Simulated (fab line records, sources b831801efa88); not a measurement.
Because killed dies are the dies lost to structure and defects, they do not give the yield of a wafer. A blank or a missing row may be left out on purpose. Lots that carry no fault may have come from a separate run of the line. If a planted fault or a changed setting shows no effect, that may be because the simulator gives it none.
Chamber matching / flow gf180mcu / pecvd-04 running GF_V2_CVD_02: 3 sister chambers
The step deposits SiO2 from TEOS, target thk 850 nm, time 94.851 s. 6 wafers are shown with their chamber, then 7 later ones without.

## WAFERS WITH THEIR CHAMBER
wafer=L247.5; chamber=0; heater_power_w (W)=674
wafer=L250.2; chamber=1; heater_power_w (W)=608
wafer=L250.3; chamber=2; heater_power_w (W)=563
wafer=L250.4; chamber=1; heater_power_w (W)=656
wafer=L253.1; chamber=0; heater_power_w (W)=707
wafer=L253.2; chamber=2; heater_power_w (W)=586

## WAFERS WITH NO CHAMBER GIVEN
wafer=L253.5; heater_power_w (W)=786
wafer=L258.1; heater_power_w (W)=636
wafer=L258.2; heater_power_w (W)=701
wafer=L258.5; heater_power_w (W)=594
wafer=L260.1; heater_power_w (W)=854
wafer=L260.3; heater_power_w (W)=651
wafer=L260.5; heater_power_w (W)=697

## WHICH CHAMBER EACH WENT THROUGH
wafer=L253.5; from the rows above=0; in truth=0
wafer=L258.1; from the rows above=can't be placed: 1 or 0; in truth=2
wafer=L258.2; from the rows above=0; in truth=0
wafer=L258.5; from the rows above=can't be placed: 2 or 1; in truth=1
wafer=L260.1; from the rows above=0; in truth=0
wafer=L260.3; from the rows above=can't be placed: 1 or 0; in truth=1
wafer=L260.5; from the rows above=0; in truth=0
4 of 7 placed correctly. From these rows, 3 cannot be placed; in 2 the true chamber is one of the candidates. Placed wrongly: 0.
How it was worked out, from the rows above alone: a wafer's distance from a chamber is the root of the sum, over the readings, of the square of ((its reading less the chamber's mean) divided by the reading's scatter). If the next closest chamber is less than 2 further off than the closest, the wafer can't be placed; otherwise it belongs to the closest. For every chamber, the mean is computed from those of its wafers that are shown. How the scatter is found: for the shown wafers, subtract from each reading the mean of its chamber, square and add these, divide the total by (wafers less chambers), then take the root.
